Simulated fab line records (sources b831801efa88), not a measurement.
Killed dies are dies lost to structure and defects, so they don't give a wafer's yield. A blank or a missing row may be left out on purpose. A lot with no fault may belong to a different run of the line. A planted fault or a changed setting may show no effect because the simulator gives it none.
Struck lot and sound lot, side by side | flow sfqLine | 14 steps out of a route of 325
Sound: these wafers, L205.2, L205.3, L205.4. Wafers struck: L199.1, L199.5, L199.6. At the end, the cause is stated.
For every step that has rows: the tool of each side, followed by ch and its chambers, followed by its first start. Under that, the readings that differ: sound wafers | struck wafers | difference of the means | sigmas: that difference in standard deviations of wafers without a fault.
alike: readings with means less than 2 such deviations apart, plus words and numbers identical on both sides. not compared: withheld readings, readings lacking a value on some wafer, bounds such as >300 that could conceal the same value, and numbers that have no deviation in the record and whose values overlap.
A row with sigmas, a row that says differs or no value, or rows on one side alone: a step with any of these is where the two part. Non-overlapping numbers with no deviation appear without sigmas and do not part them. A reading that every wafer of one side lacks parts them only if that side has two wafers or more.

SFQ_M1_OVL_MEAS_911:
  sound on overlay-01 at day 30 20:10; struck on overlay-01 at day 27 16:47
reading     | sound    | struck | difference | sigmas
M1_OVL (nm) | -3 -4 -3 | 12 9 6 | +12        | +2
SFQ_TRILAYER_M1_BARC_OPEN_METAL_ETCH_054: etches BARC in O2, target depth 125 nm, time 41.7 s.
  sound on rieMetal-01 ch 0,1, day 30 20:12; struck on rieMetal-02 ch 0,1, day 27 16:49
  alike: drypumpMotorCurrentA, oesProductAu
  not compared: rfHoursCounterH
SFQ_TRILAYER_M1_ETCH_METAL_ETCH_042: etches Nb in Cl2/Ar, stops on SiO2, target depth 240 nm, time 120 s.
  sound on rieMetal-01 ch 0,1, day 30 20:16; struck on rieMetal-02 ch 0,1, day 27 16:52
  alike: drypumpMotorCurrentA, oesProductAu
  not compared: rfHoursCounterH
then, 2 steps without rows for these wafers: SFQ_TRILAYER_M1_STRIP_STRIP_043 (strips in O2); SFQ_TRILAYER_M1_STRIP_SOLV_CLEAN_044 (cleans in NMP, time 600 s).
SFQ_TRILAYER_I1_DEP_PECVD_045: deposits SiO2 from SiH4/N2O, time 111.11 s, target thk 500 nm.
  sound on pecvd-03 ch 0,1, day 30 21:10; struck on pecvd-01 ch 0,2, day 27 17:46
  alike: chamberPressureTorr, heaterPowerW, showerheadVppV, throttleValvePct
SFQ_TRILAYER_I1_CMP_CMP_046: polishes SiO2.
  sound on cmp-02 ch 0,2,3, day 31 20:01; struck on cmp-02 ch 0,3, day 27 18:21
  alike: motorCurrentA, timeToEndpointS
SFQ_I1_BOW_MEAS_912:
  sound on filmMetro-04 at day 31 23:02; struck on filmMetro-04 at day 27 20:51
  alike: I1_BOW
SFQ_TRILAYER_I1_METRO_MEASURE_047:
  sound on filmMetro-04 at day 31 23:20; struck on filmMetro-04 at day 27 20:58
  alike: thkNm
then, 3 steps without rows for these wafers: SFQ_TRILAYER_I1_VIA_LITHO_COAT_054 (resist thk 62 nm); SFQ_TRILAYER_I1_VIA_LITHO_COAT_049 (resist thk 650 nm); SFQ_TRILAYER_I1_VIA_LITHO_SOFTBAKE_053.
-- the record jumps here: 5 days lie between the struck wafers' starts before and after --
SFQ_TRILAYER_I1_VIA_LITHO_EXPOSE_050: exposes mask I1, target cd 500 nm.
  struck on krfScanner-01, day 33 03:14; sound on krfScanner-01 ch 0, day 37 05:44
  no value came back on the struck wafers for exposureDoseMJCm2, focusOffsetNm (nm); on the sound wafers exposureDoseMJCm2 reads 21.328 21.343 21.319
  alike: mask
then, 1 step without rows for these wafers: SFQ_TRILAYER_I1_VIA_LITHO_PEB_052 (peb time 60 s).

## WHERE THEY PART
At SFQ_M1_OVL_MEAS_911 first; at SFQ_TRILAYER_I1_VIA_LITHO_EXPOSE_050 last (within this record only).

WHY: whatever the simulator had introduced
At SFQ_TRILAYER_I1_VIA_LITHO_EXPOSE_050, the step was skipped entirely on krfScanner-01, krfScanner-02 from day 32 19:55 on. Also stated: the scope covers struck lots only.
